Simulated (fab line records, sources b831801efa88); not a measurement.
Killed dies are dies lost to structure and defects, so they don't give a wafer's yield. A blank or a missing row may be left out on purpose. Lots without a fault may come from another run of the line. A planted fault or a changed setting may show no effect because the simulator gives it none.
A struck lot beside a sound one | flow sky130 | 28 steps out of a route of 708
Sound: wafers L711.1, L711.5, L711.6. Struck: wafers L718.1, L718.4, L718.6. The cause comes at the end.
At each step with rows: each side's tool, then ch and its chambers, then its first start. Under that, the readings that differ: sound wafers | struck wafers | difference of the means | sigmas: that difference in standard deviations of wafers without a fault.
alike: readings whose means differ by less than 2 such deviations, and words and numbers that are the same on both sides. not compared: withheld readings, readings that some wafer has no value for, bounds like >300 that may hide the same value, and numbers for which the record gives no deviation and whose values overlap.
The two part at a step that has a row with sigmas, a row that says differs or no value, or rows on one side only. Numbers that don't overlap but have no deviation are shown without sigmas and don't part them. A reading that every wafer of one side lacks parts them only if that side has two wafers or more.

SKY_VIA4_ETCH_12: etches SiO2 in C4F8/O2/Ar, stops on TiN, target depth 580 nm.
  sound on rie_diel-01 ch 0,1,3, day 44 02:50; struck on rie_diel-04 ch 0,2,3, day 46 07:38
  alike: oes_product_au
then, 4 steps without rows for these wafers: SKY_VIA4_STRIP_13 (strips in O2/N2); SKY_VIA4_STRIP_14 (strips in post etch residue remover, time 1200 s); SKY_VIA4_CLEAN_15 (cleans in IPA, time 180 s); SKY_VIA4_CLEAN_16 (cleans in O3/DIW).
SKY_VIA4_SPUTTER_17: material TiN, target thk 20 nm, time 80 s.
  sound on pvd_sputter-04, day 44 03:30; struck on pvd_sputter-03, day 46 08:17
  alike: cathode_dc_power_W, throttle_valve_pct
then, 1 step without rows for these wafers: SKY_VIA4_CVD_18 (deposits W, target thk 505 nm, time 152.14 s).
SKY_VIA4_RS_MEAS_19: measures by four-point-probe.
  sound on film_metro-02, day 44 03:43; struck on film_metro-02, day 46 08:30
  alike: VIA4_W_RS
SKY_VIA4_THK_MEAS_20: measures by xrf.
  sound on film_metro-02, day 44 03:50; struck on film_metro-02, day 46 08:37
  alike: VIA4_W_THK
then, 1 step without rows for these wafers: SKY_VIA4_CMP_21 (polishes, stops on SiO2, t overpolish 25 s, target thk 0 nm).
SKY_METAL5_SPUTTER_00: material Ti, target thk 15 nm, time 10 s.
  sound on pvd_sputter-01, day 44 04:11; struck on pvd_sputter-01, day 46 08:59
  alike: cathode_dc_power_W, throttle_valve_pct
then, 1 step without rows for these wafers: SKY_METAL5_SPUTTER_01 (material TiN, target thk 20 nm, time 16.7 s).
SKY_METAL5_SPUTTER_02: material AlCu, target thk 1150 nm, time 61.2 s.
  sound on pvd_sputter-01, day 44 04:14; struck on pvd_sputter-01, day 46 09:02
  reading                                     | sound             | struck            | difference | sigmas
  cathode_dc_power_W (W)                      | 10602 10600 10600 | 10919 10914 10916 | +316       | +99 or more
  model.AlCu_of_METAL5_SPUTTER_02.thk_nm (nm) | 1161 1158 1150    | 1175 1183 1174    | +21        |
  alike: throttle_valve_pct
SKY_METAL5_SPUTTER_03: material Ti, target thk 5 nm, time 3.3 s.
  sound on pvd_sputter-01, day 44 04:17; struck on pvd_sputter-01, day 46 09:05
  alike: cathode_dc_power_W, throttle_valve_pct
SKY_METAL5_SPUTTER_04: material TiN, target thk 70 nm, time 58.3 s.
  sound on pvd_sputter-01, day 44 04:19; struck on pvd_sputter-01, day 46 09:06
  alike: cathode_dc_power_W, throttle_valve_pct
SKY_METAL5_RS_MEAS_05: measures by four-point-probe.
  sound on film_metro-02, day 44 04:22; struck on film_metro-02, day 46 09:09
  alike: METAL5_ALCU_RS
SKY_METAL5_THK_MEAS_06: measures by xrf.
  sound on film_metro-02, day 44 04:29; struck on film_metro-02, day 46 09:16
  alike: METAL5_ALCU_THK
then, 8 steps without rows for these wafers: SKY_METAL5_DEHYDRATE_07 (time 60 s); SKY_METAL5_HMDS_08 (prime time 60 s); SKY_METAL5_COAT_09 (resist thk 1800 nm); SKY_METAL5_SOFTBAKE_10 (time 60 s); SKY_METAL5_EXPOSE_11 (exposes mask MM5, target cd 1600 nm); SKY_METAL5_PEB_12; SKY_METAL5_DEVELOP_13 (develop time 60 s); SKY_METAL5_DESCUM_14 (chemistry O2, time 11 s).
SKY_METAL5_METAL_ETCH_15: etches the open film in Cl2/BCl3, stops on SiO2, target depth 1260 nm, time 252 s.
  sound on rie_metal-01 ch 0,1, day 45 01:33; struck on rie_metal-04 ch 0,1, day 47 05:14
  alike: drypump_motor_current_A, oes_product_au, throttle_valve_pct
  not compared: rf_hours_counter_h, model.METAL5.feature_depth_nm, model.etch.depth_nm
then, 1 step without rows for these wafers: SKY_METAL5_STRIP_16 (strips in O2/N2).
SKY_PAD_OPEN_PROBE_99:
  sound on prober-02, day 46 22:10; struck on prober-02, day 48 22:49
  reading                    | sound                  | struck                 | difference | sigmas
  model.etest.met5.rs_ohm_sq | 0.02679 0.0266 0.02701 | 0.0265 0.02632 0.02646 | -0.0004    |
  alike: defect_limited_yield, killed_at_M0_to_M3, killed_at_M4_up, killed_at_contacts, killed_at_front_end, killed_at_other, killed_dies, killed_open, killed_short, sort_bin_3_pad_short, sort_bin_5_function, sort_bin_6_memory, sort_n_pass, sort_yield_pct
  not compared: model.etest.met5.line_ohm_um

WHERE THEY PART
Only at SKY_METAL5_SPUTTER_02, within this record. Later steps at which nothing parts them and some readings are alike: SKY_METAL5_SPUTTER_03, SKY_METAL5_SPUTTER_04, SKY_METAL5_RS_MEAS_05, SKY_METAL5_THK_MEAS_06, SKY_METAL5_METAL_ETCH_15, SKY_PAD_OPEN_PROBE_99.

WHY: what the simulator had put in
Process parameter drift: pvd_sputter-01, from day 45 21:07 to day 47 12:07, at SKY_METAL5_SPUTTER_02. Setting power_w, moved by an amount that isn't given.
